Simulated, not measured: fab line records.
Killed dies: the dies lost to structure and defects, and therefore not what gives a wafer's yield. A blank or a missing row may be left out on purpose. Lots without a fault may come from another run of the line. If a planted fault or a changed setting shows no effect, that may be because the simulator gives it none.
fab line records | flow sfqLine
record: lots: 7 | wafers: 19 | lastDay: 94
route steps=325 shown M3@129 I3@133
lots that met no fault: taken from a fault-free run of the same line
startH: start of the lot's first displayed wafer, in hours after the record's first day | waitH: hours elapsed since this lot's preceding step | " as in the row above | L1.1+2: several wafers, shown together as one row | - value missing, or start not given | * or withheld: withheld | < > ~ a bound
route shown NAME@n: NAME is a module with steps in the file, n the number in the route of the first one | usual: mean and standard deviation over wafers with no fault | same: alike in all rows | chamber/n: place in a boat | sites: per-site readings | _std_site: standard deviation of those values | _edge_site: mean of outer sites minus mean of inner sites | radiusMm: for every site, how far away it sits from the centre of the wafer | mask NAME#n: copy n | behind: the last tool/chamber to shape the wafer | hold: what put the lot on hold/how long, in hours/how the hold closed | device: names the non-switching transistor (n, p or np) | end of line: the same wafers' tests at the end of the route | a step given without rows: its recipe and nothing more | killed: count of dies lost to structure and defects at first sort (not the wafer's yield) | map: shows each die of a wafer: x if killed, . if not, _ if none is there
set.NAME: setting as actually run; set.NAME@STEP: the setting as run at that earlier step | model.NAME: the simulator's own value behind a step, which no gauge read
lots at some steps of the route; a table a step, a row a wafer
services: a tool's chamber out of use, with start hour (startH, from the record's first day; less than 0 if before it), hours out, and reason
== steps ==
step: SFQ_TRILAYER_M3_BARC_OPEN_METAL_ETCH_100
recipe: maskMaterial: PR | chemistry: O2 | targetDepthNm: 125 | target: BARC | icpW: 600 | biasW: 80 | pressureMtorr: 10 | timeS: 41.7
usual: drypumpMotorCurrentA: 5.8/0.46 | oesProductAu: 0.685/0.0044
lot.wafer | tool        | chamber | startH  | waitH | drypumpMotorCurrentA | oesProductAu | rfHoursCounterH
L694.2    | rieMetal-02 | 0       | 922.54  | 0.0   | 6.3                  | 0.683        | 121
L694.3    | "           | 1       | "       | "     | 5.9                  | 0.679        | -
L694.5    | "           | 1       | "       | "     | 5.9                  | 0.680        | -
L695.3    | rieMetal-02 | 0       | 927.36  | 0.0   | 6.3                  | 0.685        | -
L695.4    | "           | 1       | "       | "     | 5.9                  | 0.685        | -
L696.3    | rieMetal-02 | 0       | 942.88  | 0.0   | 6.3                  | 0.686        | -
L696.5    | "           | 1       | "       | "     | 5.9                  | 0.680        | -
L703.1    | rieMetal-01 | 1       | 1006.03 | 0.0   | 5.6                  | 0.685        | 127
L703.2    | "           | 0       | "       | "     | 5.0                  | 0.683        | 39
L703.3    | "           | 0       | "       | "     | 5.0                  | 0.684        | -
L704.3    | rieMetal-04 | 0       | 1009.65 | 0.0   | 6.2                  | 0.688        | -
L704.4    | "           | 1       | "       | "     | 5.7                  | 0.689        | -
L704.5    | "           | 1       | "       | "     | 5.7                  | 0.689        | -
L708.4    | rieMetal-02 | 0       | 1037.38 | 0.0   | 6.3                  | 0.685        | -
L708.5    | "           | 0       | "       | "     | 6.3                  | 0.683        | -
L708.6    | "           | 1       | "       | "     | 5.8                  | 0.689        | -
L709.3    | rieMetal-01 | 0       | 1046.98 | 0.0   | 5.0                  | 0.690        | -
L709.5    | "           | 0       | "       | "     | 5.0                  | 0.685        | -
L709.6    | "           | 1       | "       | "     | 5.6                  | 0.686        | -
step: SFQ_TRILAYER_M3_ETCH_METAL_ETCH_078
recipe: target: Nb | stopOn: SiO2 | maskMaterial: PR | chemistry: Cl2/Ar | targetDepthNm: 240 | icpW: 600 | biasW: 80 | pressureMtorr: 10 | timeS: 120
usual: drypumpMotorCurrentA: 5.8/0.46 | oesProductAu: 0.896/0.0083
lot.wafer | tool        | chamber | startH  | waitH | drypumpMotorCurrentA | oesProductAu | rfHoursCounterH
L694.2    | rieMetal-02 | 0       | 922.60  | 0.0   | 6.3                  | 0.908        | 121
L694.3    | "           | 1       | "       | "     | 5.9                  | 0.900        | -
L694.5    | "           | 1       | "       | "     | 5.9                  | 0.905        | -
L695.3    | rieMetal-02 | 0       | 927.44  | 0.1   | 6.3                  | 0.897        | -
L695.4    | "           | 1       | "       | "     | 5.8                  | 0.897        | -
L696.3    | rieMetal-02 | 0       | 942.96  | 0.1   | 6.3                  | 0.902        | -
L696.5    | "           | 1       | "       | "     | 5.8                  | 0.911        | -
L703.1    | rieMetal-01 | 1       | 1006.09 | 0.0   | 5.6                  | 0.886        | 128
L703.2    | "           | 0       | "       | "     | 5.0                  | 0.895        | 39
L703.3    | "           | 0       | "       | "     | 5.0                  | 0.887        | -
L704.3    | rieMetal-04 | 0       | 1009.73 | 0.1   | 6.2                  | 0.903        | -
L704.4    | "           | 1       | "       | "     | 5.7                  | 0.909        | -
L704.5    | "           | 1       | "       | "     | 5.7                  | 0.890        | -
L708.4    | rieMetal-02 | 0       | 1037.46 | 0.1   | 6.3                  | 0.887        | -
L708.5    | "           | 0       | "       | "     | 6.3                  | 0.886        | -
L708.6    | "           | 1       | "       | "     | 5.8                  | 0.892        | -
L709.3    | rieMetal-01 | 0       | 1047.06 | 0.1   | 5.0                  | 0.893        | -
L709.5    | "           | 0       | "       | "     | 5.0                  | 0.901        | -
L709.6    | "           | 1       | "       | "     | 5.6                  | 0.873        | -
step: SFQ_TRILAYER_M3_STRIP_STRIP_079
recipe: gas: O2 | powerW: 200 | platenTempC: 40 | overashFraction: 0.65 | chemistry: O2 | pressureMtorr: 50
usual: drypumpMotorCurrentA: 5.8/0.46 | oesProductAu: 1.002/0.012
same: overashFraction: 0.65
lot.wafer | tool        | chamber | startH  | waitH | drypumpMotorCurrentA | oesProductAu | rfHoursCounterH
L694.2    | rieMetal-02 | 0       | 922.72  | 0.1   | 6.3                  | 1.004        | 121
L694.3    | "           | 1       | "       | "     | 5.9                  | 1.003        | -
L694.5    | "           | 1       | "       | "     | 5.9                  | 0.996        | -
L695.3    | rieMetal-02 | 0       | 927.72  | 0.2   | 6.3                  | 0.982        | -
L695.4    | "           | 1       | "       | "     | 5.9                  | 0.993        | -
L696.3    | rieMetal-02 | 0       | 943.25  | 0.2   | 6.3                  | 0.990        | -
L696.5    | "           | 1       | "       | "     | 5.9                  | 0.992        | -
L703.1    | rieMetal-01 | 1       | 1006.22 | 0.1   | 5.6                  | 1.002        | 128
L703.2    | "           | 0       | "       | "     | 5.0                  | 1.000        | 40
L703.3    | "           | 0       | "       | "     | 5.0                  | 1.000        | -
L704.3    | rieMetal-04 | 0       | 1010.02 | 0.2   | 6.2                  | 1.007        | -
L704.4    | "           | 1       | "       | "     | 5.7                  | 1.031        | -
L704.5    | "           | 1       | "       | "     | 5.7                  | 1.032        | -
L708.4    | rieMetal-02 | 0       | 1037.74 | 0.2   | 6.3                  | 0.998        | -
L708.5    | "           | 0       | "       | "     | 6.3                  | 0.999        | -
L708.6    | "           | 1       | "       | "     | 5.8                  | 1.023        | -
L709.3    | rieMetal-01 | 0       | 1047.34 | 0.2   | 5.0                  | 1.003        | -
L709.5    | "           | 0       | "       | "     | 5.0                  | 1.015        | -
L709.6    | "           | 1       | "       | "     | 5.6                  | 1.019        | -
step: SFQ_TRILAYER_M3_STRIP_SOLV_CLEAN_080
recipe: chemistry: NMP | tempC: 70 | timeS: 600
step: SFQ_TRILAYER_I3_DEP_PECVD_081
recipe: material: SiO2 | tempC: 150 | timeS: 111.11 | pressureTorr: 2.4 | rfW: 183.3 | precursor: SiH4/N2O | targetThkNm: 500
step: SFQ_TRILAYER_I3_CMP_CMP_082
recipe: material: SiO2 | downForcePsi: 3 | platenRpm: 60 | padVelocityMS: 0.94248
usual: motorCurrentA: 10.2/0.78 | slurryFilterDpKPa: 13.50/0.14 | timeToEndpointS: 210/9.5
lot.wafer | tool   | chamber | startH  | waitH | motorCurrentA | slurryFilterDpKPa | timeToEndpointS
L694.2    | cmp-02 | 1       | 934.20  | 10.7  | 9.3           | 13.57             | 208
L694.3    | "      | 2       | "       | "     | 9.8           | 13.51             | 214
L694.5    | "      | 3       | "       | "     | 10.3          | 13.59             | 208
L695.4    | cmp-02 | 3       | 936.70  | 8.3   | 10.7          | 13.61             | 215
L695.3    | "      | 0       | "       | "     | 11.2          | 13.42             | 195
L696.3    | cmp-02 | 0       | 947.20  | 3.3   | 11.5          | 13.32             | 194
L696.5    | "      | 1       | "       | "     | 9.1           | 13.61             | 213
L703.1    | cmp-02 | 1       | 1019.78 | 12.8  | 9.3           | 13.33             | 199
L703.3    | "      | 2       | "       | "     | 9.5           | 13.68             | 209
L703.2    | "      | 3       | "       | "     | 10.1          | 13.59             | 201
L704.3    | cmp-02 | 3       | 1023.28 | 12.7  | 10.2          | 13.29             | 205
L704.4    | "      | 1       | 1024.28 | 13.6  | 9.9           | 13.17             | 203
L704.5    | "      | 3       | 1025.28 | 14.6  | 10.2          | 13.59             | 214
L708.4    | cmp-01 | 3       | 1054.10 | 15.7  | 9.7           | 13.54             | 207
L708.5    | "      | 3       | 1056.10 | 17.7  | 9.0           | 13.42             | 200
L708.6    | "      | 0       | "       | "     | 11.0          | 13.45             | 216
L709.3    | cmp-02 | 3       | 1057.28 | 9.3   | 11.1          | 13.63             | 200
L709.5    | "      | 0       | "       | "     | 11.0          | 13.63             | 190
L709.6    | "      | 1       | "       | "     | 9.5           | 13.50             | 212
step: SFQ_I3_BOW_MEAS_922
recipe: mode: bow
usual: I3_BOW: 4/9.1
lot.wafer | tool         | chamber | startH  | waitH | I3_BOW[um]
L694.2    | filmMetro-03 | -       | 936.22  | 1.5   | 11
L694.3    | "            | -       | "       | "     | 10
L694.5    | "            | -       | "       | "     | 19
L695.3    | filmMetro-03 | -       | 939.24  | 1.5   | -14
L695.4    | "            | -       | "       | "     | -3
L696.3    | filmMetro-02 | -       | 948.74  | 1.0   | -9
L696.5    | "            | -       | "       | "     | 0
L703.1    | filmMetro-02 | -       | 1022.78 | 2.5   | 14
L703.2    | "            | -       | "       | "     | 4
L703.3    | "            | -       | "       | "     | 8
L704.3    | filmMetro-03 | -       | 1025.82 | 2.0   | 11
L704.4    | "            | -       | "       | "     | -8
L704.5    | "            | -       | "       | "     | -1
L708.4    | filmMetro-03 | -       | 1057.16 | 2.6   | 2
L708.5    | "            | -       | "       | "     | -4
L708.6    | "            | -       | "       | "     | -10
L709.3    | filmMetro-02 | -       | 1058.82 | 1.0   | 4
L709.5    | "            | -       | "       | "     | 3
L709.6    | "            | -       | "       | "     | -1
step: SFQ_TRILAYER_I3_METRO_MEASURE_083
step: SFQ_TRILAYER_I3_VIA_LITHO_COAT_090
recipe: resist: BARC | spinRpm: 3000 | resistThkNm: 62
step: SFQ_TRILAYER_I3_VIA_LITHO_COAT_085
recipe: resist: KrF | spinRpm: 3000 | resistThkNm: 650
step: SFQ_TRILAYER_I3_VIA_LITHO_SOFTBAKE_089
recipe: tempC: withheld | timeS: withheld | resist: KrF
step: SFQ_TRILAYER_I3_VIA_LITHO_EXPOSE_086
recipe: maskId: I3 | na: 0.6 | sourceShape: conventional | sigmaOuter: 0.65 | targetCdNm: 500 | doseMj: 21.3
step: SFQ_TRILAYER_I3_VIA_LITHO_PEB_088
recipe: pebTempC: 115 | pebTimeS: 60 | resist: KrF
lot.wafer  | tool          | chamber | startH  | waitH
L694.2+3+5 | lithoTrack-03 | 0       | 1085.40 | 0.8
L695.3+4   | lithoTrack-03 | 0       | 1089.02 | 0.7
L696.3+5   | lithoTrack-03 | 0       | 1097.42 | 0.7
L703.1+2+3 | lithoTrack-01 | 0       | 1158.82 | 1.0
L704.3+4+5 | lithoTrack-01 | 0       | 1161.27 | 0.7
L708.4+5+6 | lithoTrack-01 | 0       | 1198.50 | 0.5
L709.3+5+6 | lithoTrack-03 | 0       | 1200.87 | 0.7
step: SFQ_TRILAYER_I3_VIA_LITHO_DEVELOP_087
recipe: timeS: 60 | resist: KrF
step: SFQ_I3_OVL_MEAS_923
usual: I3_OVL: 0/5.5
lot.wafer | tool       | chamber | startH  | waitH | I3_OVL[nm]
L694.2    | overlay-02 | -       | 1085.68 | 0.1   | -9
L694.3    | "          | -       | "       | "     | -5
L694.5    | "          | -       | "       | "     | -4
L695.3    | overlay-01 | -       | 1089.28 | 0.1   | 2
L695.4    | "          | -       | "       | "     | -4
L696.3    | overlay-01 | -       | 1097.68 | 0.1   | 0
L696.5    | "          | -       | "       | "     | 3
L703.1    | overlay-01 | -       | 1159.12 | 0.1   | 8
L703.2    | "          | -       | "       | "     | 10
L703.3    | "          | -       | "       | "     | 7
L704.3    | overlay-01 | -       | 1161.53 | 0.1   | -3
L704.4    | "          | -       | "       | "     | -3
L704.5    | "          | -       | "       | "     | 3
L708.4    | overlay-01 | -       | 1198.74 | 0.1   | -10
L708.5    | "          | -       | "       | "     | 3
L708.6    | "          | -       | "       | "     | -5
L709.3    | overlay-01 | -       | 1201.13 | 0.1   | 8
L709.5    | "          | -       | "       | "     | 10
L709.6    | "          | -       | "       | "     | -3
step: SFQ_TRILAYER_I3_VIA_BARC_OPEN_VIA_ETCH_121
recipe: maskMaterial: PR | chemistry: O2 | targetDepthNm: 125 | target: BARC | sourceW: 500 | biasW: 80 | pressureMtorr: 30 | timeS: 41.7
usual: drypumpMotorCurrentA: 5.6/0.45 | oesProductAu: 0.685/0.0046
lot.wafer | tool       | chamber | startH  | waitH | drypumpMotorCurrentA | oesProductAu | rfHoursCounterH | model.I3.cdNm
L694.2    | rieDiel-01 | 1       | 1085.71 | 0.0   | 5.2                  | 0.687        | 7               | 496.6
L694.3    | "          | 2       | "       | "     | 4.8                  | 0.690        | 10              | 519.2
L694.5    | "          | 0       | "       | "     | 5.4                  | 0.678        | -               | 498.5
L695.3    | rieDiel-04 | 2       | 1089.31 | 0.0   | 5.5                  | 0.683        | 7               | 520.1
L695.4    | "          | 0       | "       | "     | 5.0                  | 0.687        | 1               | 522.3
L696.3    | rieDiel-03 | 3       | 1097.71 | 0.0   | 5.0                  | 0.690        | 3               | 521
L696.5    | "          | 2       | "       | "     | 5.7                  | 0.683        | -               | 500.9
L703.1    | rieDiel-04 | 3       | 1159.16 | 0.0   | 6.3                  | 0.693        | 3               | 496.9
L703.2    | "          | 0       | "       | "     | 5.0                  | 0.680        | 2               | 499.5
L703.3    | "          | 1       | "       | "     | 5.6                  | 0.690        | 4               | 498.4
L704.3    | rieDiel-03 | 1       | 1161.56 | 0.0   | 5.8                  | 0.685        | 7               | 501.2
L704.4    | "          | 3       | "       | "     | 5.0                  | 0.685        | 4               | 499.5
L704.5    | "          | 1       | "       | "     | 5.8                  | 0.690        | -               | 500.8
L708.4    | rieDiel-04 | 0       | 1198.76 | 0.0   | 5.0                  | 0.680        | 3               | 498.7
L708.5    | "          | 3       | "       | "     | 6.2                  | 0.684        | -               | 498.4
L708.6    | "          | 2       | "       | "     | 5.5                  | 0.685        | -               | 498.8
L709.3    | rieDiel-03 | 3       | 1201.16 | 0.0   | 5.0                  | 0.682        | 5               | 502.9
L709.5    | "          | 0       | "       | "     | 6.2                  | 0.677        | -               | 502.2
L709.6    | "          | 1       | "       | "     | 5.8                  | 0.684        | -               | 503
step: SFQ_TRILAYER_I3_VIA_ETCH_VIA_ETCH_088
recipe: target: SiO2 | stopOn: Nb | maskMaterial: PR | taperDeg: 20 | chemistry: CHF3 | targetDepthNm: 260 | sourceW: 500 | biasW: 80 | pressureMtorr: 30 | timeS: withheld
usual: drypumpMotorCurrentA: 5.6/0.45 | oesProductAu: 0.852/0.0053
lot.wafer | tool       | chamber | startH  | waitH | drypumpMotorCurrentA | oesProductAu | model.I3.cdNm
L694.2    | rieDiel-01 | 1       | 1085.75 | 0.0   | 5.2                  | 0.853        | 497.2
L694.3    | "          | 2       | "       | "     | 4.8                  | 0.854        | 518.3
L694.5    | "          | 0       | "       | "     | 5.4                  | 0.850        | 500.9
L695.3    | rieDiel-04 | 2       | 1089.35 | 0.0   | 5.5                  | 0.849        | 516
L695.4    | "          | 0       | "       | "     | 5.0                  | 0.861        | 521.4
L696.3    | rieDiel-03 | 3       | 1097.75 | 0.0   | 5.0                  | 0.851        | 520.6
L696.5    | "          | 2       | "       | "     | 5.7                  | 0.851        | 499.1
L703.1    | rieDiel-04 | 3       | 1159.20 | 0.0   | 6.3                  | 0.850        | 499.7
L703.2    | "          | 0       | "       | "     | 5.0                  | 0.853        | 499.3
L703.3    | "          | 1       | "       | "     | 5.6                  | 0.850        | 497.8
L704.3    | rieDiel-03 | 1       | 1161.60 | 0.0   | 5.8                  | 0.842        | 496.3
L704.4    | "          | 3       | "       | "     | 5.0                  | 0.849        | 497.9
L704.5    | "          | 1       | "       | "     | 5.8                  | 0.854        | 496.6
L708.4    | rieDiel-04 | 0       | 1198.80 | 0.0   | 5.0                  | 0.847        | 497.4
L708.5    | "          | 3       | "       | "     | 6.2                  | 0.848        | 501.8
L708.6    | "          | 2       | "       | "     | 5.5                  | 0.848        | 497.7
L709.3    | rieDiel-03 | 3       | 1201.20 | 0.0   | 5.0                  | 0.841        | 502.8
L709.5    | "          | 0       | "       | "     | 6.2                  | 0.851        | 502.6
L709.6    | "          | 1       | "       | "     | 5.8                  | 0.850        | 499.4
step: SFQ_TRILAYER_I3_VIA_STRIP_STRIP_089
recipe: gas: O2 | powerW: 200 | platenTempC: 40 | overashFraction: 0.65 | chemistry: O2 | pressureMtorr: 50
usual: drypumpMotorCurrentA: 5.9/0.48 | oesProductAu: 1.004/0.016
same: overashFraction: 0.65
lot.wafer | tool        | chamber | startH  | waitH | drypumpMotorCurrentA | oesProductAu | rfHoursCounterH
L694.2    | rieMetal-02 | 0       | 1085.86 | -     | 6.3                  | 0.985        | 3
L694.3    | "           | 1       | "       | "     | 5.9                  | 1.000        | -
L694.5    | "           | 1       | "       | "     | 5.8                  | 1.002        | -
L695.3    | rieMetal-03 | 1       | 1089.66 | -     | 6.5                  | 1.012        | -
L695.4    | "           | 0       | "       | "     | 5.0                  | 0.995        | -
L696.3    | rieMetal-04 | 1       | 1098.06 | -     | 5.7                  | 1.020        | -
L696.5    | "           | 0       | "       | "     | 6.2                  | 0.997        | -
L703.1    | rieMetal-03 | 0       | 1159.31 | -     | 5.1                  | 0.970        | 10
L703.2    | "           | 1       | "       | "     | 6.6                  | 1.006        | 33
L703.3    | "           | 0       | "       | "     | 5.1                  | 0.971        | -
L704.3    | rieMetal-04 | 1       | 1161.91 | -     | 5.7                  | 1.035        | -
L704.4    | "           | 0       | "       | "     | 6.2                  | 0.988        | -
L704.5    | "           | 0       | "       | "     | 6.2                  | 0.996        | -
L708.4    | rieMetal-03 | 0       | 1199.11 | -     | 5.1                  | 0.983        | -
L708.5    | "           | 1       | "       | "     | 6.5                  | 1.010        | -
L708.6    | "           | 0       | "       | "     | 5.1                  | 0.978        | -
L709.3    | rieMetal-03 | 1       | 1201.51 | -     | 6.5                  | 1.015        | -
L709.5    | "           | 0       | "       | "     | 5.1                  | 0.981        | -
L709.6    | "           | 1       | "       | "     | 6.5                  | 1.003        | -
== services ==
tool        | chamber | startH  | hours | kind
cmp-02      | -       | 901.09  | 5.6   | pm
rieDiel-03  | 2       | 903.31  | 3.2   | repair
cmp-02      | -       | 911.76  | 2.4   | repair
cmp-02      | -       | 917.20  | 4.0   | pm
rieMetal-04 | 0       | 925.95  | 7.5   | repair
rieDiel-03  | 3       | 961.02  | 13.5  | repair
rieDiel-04  | -       | 964.58  | 2.8   | pm
rieDiel-04  | 3       | 977.23  | 6.2   | repair
rieDiel-04  | 0       | 978.36  | 6.9   | repair
rieDiel-01  | 0       | 981.06  | 13.2  | repair
rieDiel-04  | 3       | 999.10  | 2.4   | repair
rieDiel-04  | 1       | 1020.29 | 8.2   | repair
rieMetal-03 | -       | 1043.04 | 0.2   | repair
rieDiel-03  | -       | 1053.45 | 2.8   | pm
rieDiel-03  | 0       | 1057.02 | 7.0   | repair
cmp-02      | -       | 1066.06 | 1.3   | repair
rieDiel-03  | -       | 1077.99 | 14.6  | pm
rieDiel-01  | 3       | 1078.27 | 6.4   | repair
rieDiel-03  | 1       | 1105.31 | 1.3   | repair
rieMetal-04 | -       | 1108.18 | 0.5   | repair
rieMetal-02 | 0       | 1115.24 | 20.2  | repair
rieMetal-04 | -       | 1155.35 | 0.1   | repair
rieDiel-04  | 3       | 1168.19 | 13.5  | repair
cmp-02      | -       | 1169.54 | 5.6   | pm
== key ==
firstSign none at tools or gauges
modelEffect: step: SFQ_TRILAYER_I3_VIA_BARC_OPEN_VIA_ETCH_121 | value: I3.cdNm | without: 499.5 | struck: 520.6
modelEffect: step: SFQ_TRILAYER_I3_VIA_ETCH_VIA_ETCH_088 | value: I3.cdNm | without: 497.9 | struck: 519.1
metAt SFQ_TRILAYER_I3_VIA_LITHO_PEB_088
struckWafers L694.3,L695.3,L695.4,L696.3
fault: kind: processParameterDrift | tool: lithoTrack-03 | chamber: - | onsetH: 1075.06 | steps: SFQ_TRILAYER_I3_VIA_LITHO_PEB_088 | channel: pebTimeS | offset: * | shape: step | endH: 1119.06 | scope: struckWafersOnly | actsIn: * | stated: *
